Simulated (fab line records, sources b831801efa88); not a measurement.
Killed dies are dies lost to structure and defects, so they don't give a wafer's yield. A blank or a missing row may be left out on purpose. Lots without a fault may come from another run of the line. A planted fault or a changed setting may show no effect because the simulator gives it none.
Which tool did it? | flow sky130 | 9 lots, 27 wafers sampled, at 6 steps of a route of 708

WHAT THE GAUGES READ, wafer by wafer
SKY_VIA2_RS_MEAS_22: measures by four-point-probe.
lot  | measured     | on            | VIA2_W_RS (ohm/sq)
L612 | day 37 05:25 | film_metro-03 | 0.270 0.268 0.274
L618 | day 39 06:14 | film_metro-03 | 0.270 0.271 0.274
L621 | day 40 01:14 | film_metro-04 | 0.269 0.273 0.275
L622 | day 40 08:02 | film_metro-04 | 0.268 0.273 0.268
L623 | day 40 16:13 | film_metro-01 | 0.266 0.267 0.270
L630 | day 42 05:19 | film_metro-04 | 0.274 0.274 0.272
L631 | day 42 11:37 | film_metro-04 | 0.272 0.278 0.270
L632 | day 42 22:08 | film_metro-03 | 0.274 0.277 0.274
L633 | day 43 01:31 | film_metro-04 | 0.272 0.273 0.274

SKY_VIA3_THK_MEAS_01.
lot  | measured     | on            | VIA3_HDPCVD_THK (nm)
L612 | day 39 08:04 | film_metro-02 | 1616 1606 1614
L618 | day 41 08:56 | film_metro-02 | 1642 1646 1655
L623 | day 42 16:26 | film_metro-02 | 1618 1618 1617
L630 | day 44 03:21 | film_metro-03 | 1640 1636 1634
L631 | day 44 11:05 | film_metro-02 | 1629 1645 1638
L632 | day 44 21:20 | film_metro-03 | 1659 1662 1654
L633 | day 45 01:10 | film_metro-02 | 1637 1630 1627

WHICH TOOL RAN EACH LOT (tool, then ch and the chambers of the sampled wafers, then the start)
lot  | SKY_CAPM_SPUTTER_02          | SKY_METAL3_ETCH_16                | SKY_METAL3_ETCH_17                 | SKY_METAL3_METAL_ETCH_18
L612 | pvd_sputter-04, day 37 06:08 | rie_metal-03 ch 0,1, day 39 07:00 | rie_diel-03 ch 0,1,2, day 39 07:06 | rie_metal-01 ch 0, day 39 07:07
L618 | pvd_sputter-04, day 39 06:53 | rie_metal-03 ch 0,1, day 41 07:40 | rie_diel-02 ch 0,1,3, day 41 07:45 | rie_metal-04 ch 0,1, day 41 07:49
L621 | pvd_sputter-04, day 40 01:58 | rie_metal-01 ch 0,1, day 42 01:51 | rie_diel-01 ch 0,1,2, day 42 01:57 | rie_metal-04 ch 0,1, day 42 01:58
L622 | pvd_sputter-02, day 40 08:46 | rie_metal-03 ch 0,1, day 42 08:55 | rie_diel-01 ch 1,3, day 42 09:01   | rie_metal-01 ch 1, day 42 09:02
L623 | pvd_sputter-04, day 40 16:54 | rie_metal-04 ch 0,1, day 42 15:18 | rie_diel-01 ch 0,2,3, day 42 15:22 | rie_metal-03 ch 0,1, day 42 15:27
L630 | pvd_sputter-04, day 42 06:02 | rie_metal-03 ch 0,1, day 44 02:17 | rie_diel-01 ch 0,1,2, day 44 02:23 | rie_metal-04 ch 0,1, day 44 02:25
L631 | pvd_sputter-02, day 42 12:19 | rie_metal-04 ch 0,1, day 44 10:01 | rie_diel-02 ch 0,1, day 44 10:07   | rie_metal-03 ch 0, day 44 10:08
L632 | pvd_sputter-04, day 42 22:51 | rie_metal-03 ch 0,1, day 44 20:17 | rie_diel-02 ch 0,2,3, day 44 20:23 | rie_metal-04 ch 0,1, day 44 20:25
L633 | pvd_sputter-04, day 43 02:14 | rie_metal-04 ch 0,1, day 45 00:01 | rie_diel-02 ch 1,2,3, day 45 00:07 | rie_metal-01 ch 0,1, day 45 00:08
- SKY_CAPM_SPUTTER_02: material TiN, target thk 200 nm, time 166.7 s.
- SKY_METAL3_ETCH_16: etches BARC in N2/H2, stops on SiO2, time 88.2 s, target depth 60 nm.
- SKY_METAL3_ETCH_17: etches SiO2 in C4F8/O2/Ar, stops on TiN, time 3.9 s, target depth 15 nm.
- SKY_METAL3_METAL_ETCH_18: etches the open film in Cl2/BCl3, stops on SiO2, target depth 845 nm, time 183.1 s.

WHAT THE TOOLS THEMSELVES READ (means of the sampled wafers that have a number; where no wafer has one, the mark that the record gives instead)
SKY_CAPM_SPUTTER_02.
lot  | tool           | susceptor_temp_C (C) | throttle_valve_pct (%)
L612 | pvd_sputter-04 | 299.99               | 31.4
L618 | pvd_sputter-04 | 299.96               | 31.7
L621 | pvd_sputter-04 | 299.85               | 31.7
L622 | pvd_sputter-02 | 299.86               | 28.6
L623 | pvd_sputter-04 | 299.96               | 30.9
L630 | pvd_sputter-04 | 300.06               | 30.5
L631 | pvd_sputter-02 | 300.07               | 29.7
L632 | pvd_sputter-04 | 299.92               | 30.9
L633 | pvd_sputter-04 | 299.84               | 31.1

SKY_METAL3_ETCH_16.
lot  | tool         | bias_w (W) | chamber_pressure_mTorr (mTorr) | drypump_motor_current_A (A) | h2_flow_sccm (sccm) | oes_product_au (a.u.) | throttle_valve_pct (%)
L612 | rie_metal-03 | 99.6       | 29.982                         | 6.3                         | 199.1               | 0.628                 | 13.212
L618 | rie_metal-03 | 99.9       | 30.021                         | 6.4                         | 200.5               | 0.626                 | 13.207
L621 | rie_metal-01 | -          | -                              | -                           | -                   | -                     | -
L622 | rie_metal-03 | -          | -                              | -                           | -                   | -                     | -
L623 | rie_metal-04 | 99.9       | 29.972                         | 5.6                         | 200.2               | 0.626                 | 13.199
L630 | rie_metal-03 | 100.2      | 29.978                         | 6.3                         | 200.4               | 0.628                 | 13.210
L631 | rie_metal-04 | 99.8       | 30.020                         | 5.6                         | 200.4               | 0.629                 | 13.202
L632 | rie_metal-03 | 100.1      | 30.007                         | 6.3                         | 200.8               | 0.629                 | 13.206
L633 | rie_metal-04 | 99.8       | 29.989                         | 5.6                         | 200.7               | 0.630                 | 13.200

SKY_METAL3_ETCH_17.
lot  | tool        | bias_w (W) | chamber_pressure_mTorr (mTorr) | oes_product_au (a.u.)
L612 | rie_diel-03 | 1203       | 39.96                          | 0.753
L618 | rie_diel-02 | 1199       | 40.00                          | 0.763
L621 | rie_diel-01 | 1205       | 40.02                          | 0.373
L622 | rie_diel-01 | 1199       | 39.99                          | 0.375
L623 | rie_diel-01 | 1198       | 40.01                          | 0.749
L630 | rie_diel-01 | 1197       | 40.02                          | 0.759
L631 | rie_diel-02 | 1202       | 40.02                          | 0.750
L632 | rie_diel-02 | 1200       | 39.99                          | 0.761
L633 | rie_diel-02 | 1198       | 39.97                          | 0.754

SKY_METAL3_METAL_ETCH_18.
lot  | tool         | bcl3_flow_sccm (sccm) | bias_w (W) | drypump_motor_current_A (A) | oes_product_au (a.u.) | throttle_valve_pct (%)
L612 | rie_metal-01 | 29.99                 | 48.66      | 5.7                         | 0.871                 | 22.268
L618 | rie_metal-04 | 29.93                 | 48.62      | 6.0                         | 0.861                 | 22.270
L621 | rie_metal-04 | 29.97                 | 48.52      | 5.6                         | 0.375                 | 22.267
L622 | rie_metal-01 | 30.01                 | 48.36      | 6.2                         | 0.375                 | 22.262
L623 | rie_metal-03 | 30.02                 | 48.59      | 6.3                         | 0.876                 | 22.262
L630 | rie_metal-04 | 29.94                 | 48.44      | 5.6                         | 0.872                 | 22.270
L631 | rie_metal-03 | 29.91                 | 48.50      | 6.4                         | 0.876                 | 22.270
L632 | rie_metal-04 | 30.04                 | 48.26      | 5.6                         | 0.866                 | 22.266
L633 | rie_metal-01 | 29.91                 | 48.72      | 6.0                         | 0.874                 | 22.272

THE ANSWER, worked out from the rows above alone
Rule: what is usual is taken from the lots themselves. Put in order of their means at a reading, lots are off if they are a third of the lots or fewer, leave a main group of 4 or more, and stand apart from it by a gap of 3 or more times the standard deviation of the main group's means; of several such gaps the widest counts. A main group whose means are all the same, to the digits that the tables above print for the reading, isn't used. A lot without any number at a reading at which 4 lots or more have one is off too. The other lots that the step has rows for count as sound. The gauges are gone through in route order, then the tools' own readings, and for those a lot's mean is taken as printed above. The first step at which some lot is off is used, and at that step the reading that is off furthest; a lot without a number counts as furthest.
Off: L621, L622, at SKY_METAL3_ETCH_16 (bias_w). Without a number there: L621, L622. The main group: mean 99.9 W, standard deviation 0.19.
A tool fits if, at that step or a process step before it, it ran every lot that is off, and no sound lot after the first of them. None of those tried fits.

WHAT THE SIMULATOR HAD PUT IN
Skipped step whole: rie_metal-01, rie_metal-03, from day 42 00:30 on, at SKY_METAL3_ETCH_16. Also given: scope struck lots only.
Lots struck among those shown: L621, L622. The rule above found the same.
